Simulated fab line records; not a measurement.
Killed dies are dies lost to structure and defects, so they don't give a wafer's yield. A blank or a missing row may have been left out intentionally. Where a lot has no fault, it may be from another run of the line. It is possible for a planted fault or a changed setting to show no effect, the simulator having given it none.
Comparing a struck lot with a sound one | flow sky130 | 18 steps out of a route of 708
Sound: the wafers L924.3, L924.5, L924.6. Struck: wafers L937.2, L937.3, L937.5. The cause is named last.
Each step with rows lists, per side, the tool, then ch with its chambers, then its first start. Under that, the readings that differ: sound wafers | struck wafers | difference of the means | sigmas: that difference in standard deviations of wafers without a fault.
alike: readings with means less than 2 such deviations apart, plus words and numbers identical on both sides. not compared: withheld readings, readings lacking a value on some wafer, bounds such as >300 that could conceal the same value, and numbers that have no deviation in the record and whose values overlap.
The two part at a step that has a row with sigmas, a row that says differs or no value, or rows on one side only. When numbers do not overlap yet have no deviation, they are printed without sigmas and do not part them. A reading missing from all wafers of one side parts the sides only when that side holds two or more wafers.

first, 3 steps without rows for these wafers: SKY_SONOS_ONO_WET_ETCH_18 (etches Si3N4 in H3PO4, target depth 15 nm, time 172 s); SKY_GATE_OXIDE_CLEAN_00 (cleans in SC1/SC2, time 150 s); SKY_GATE_OXIDE_OXIDATION_01 (stabilise 600 s, purge 300 s, target thk 10.268 nm).
SKY_GATE_OXIDE_THK_MEAS_02:
  sound on film_metro-02, day 14 20:56; struck on film_metro-01, day 18 20:58
  alike: GATE_OXIDE_OXIDATION_00_THK
then, 7 steps without rows for these wafers: SKY_GATE_OXIDE_DEHYDRATE_03 (time 60 s); SKY_GATE_OXIDE_HMDS_04 (prime time 60 s); SKY_GATE_OXIDE_COAT_05 (resist thk 1140 nm); SKY_GATE_OXIDE_SOFTBAKE_06 (time 60 s); SKY_GATE_OXIDE_EXPOSE_07 (exposes mask LVOM, target cd 600 nm); SKY_GATE_OXIDE_PEB_08; SKY_GATE_OXIDE_DEVELOP_09 (develop time 60 s).
SKY_GATE_OXIDE_OVL_MEAS_10:
  sound on overlay-02, day 15 22:14; struck on overlay-02, day 20 03:20
  reading             | sound       | struck         | difference | sigmas
  GATE_OXIDE_OVL (nm) | 2.8 3.6 2.7 | -3.4 -2.9 -3.0 | -6.1       | -3
SKY_GATE_OXIDE_IMPLANT_11:
  sound on implanter-01 ch 0, day 15 22:19; struck on implanter-04 ch 0, day 20 03:23
  reading            | sound                            | struck                           | difference  | sigmas
  dose_ions_cm2      | 2.6033e+12 2.6044e+12 2.5967e+12 | 1.5674e+13 1.5673e+13 1.5672e+13 | +1.3072e+13 | +99 or more
  faraday_current_uA | 14.34 14.33 14.52                | 88.18 85.15 88.10                | +72.75      | +99 or more
then, 1 step without rows for these wafers: SKY_GATE_OXIDE_WET_ETCH_12 (etches SiO2 in dHF, target depth 16.8 nm, time 336 s).
SKY_GATE_OXIDE_STRIP_13: strips in O2/N2.
  sound on plasma_asher-02 ch 0,1, day 15 22:34; struck on plasma_asher-03 ch 0,1, day 20 03:37
  reading                     | sound       | struck      | difference | sigmas
  drypump_motor_current_A (A) | 5.0 5.5 5.0 | 6.5 6.5 5.8 | +1.1       | +2
  alike: o2_flow_sccm, oes_product_au, strip_time_to_endpoint_s
  not compared: rf_hours_counter_h
SKY_GATE_OXIDE_TW_MEAS_14:
  sound on film_metro-04, day 15 22:38; struck on film_metro-02, day 20 03:44
  reading       | sound             | struck            | difference | sigmas
  GATE_OXIDE_TW | 223.5 223.4 224.1 | 378.9 375.9 378.1 | +154.0     | +99 or more
then, 1 step without rows for these wafers: SKY_GATE_OXIDE_CLEAN_15 (cleans in SC1/SC2, time 150 s).
SKY_PAD_OPEN_PROBE_99:
  rows exist in the record for the sound wafers here (prober-02, day 47 11:32), none for the struck ones

## WHERE THEY PART
Last at SKY_PAD_OPEN_PROBE_99 as far as this record goes, first at SKY_GATE_OXIDE_OVL_MEAS_10.

WHY: what had been put in by the simulator
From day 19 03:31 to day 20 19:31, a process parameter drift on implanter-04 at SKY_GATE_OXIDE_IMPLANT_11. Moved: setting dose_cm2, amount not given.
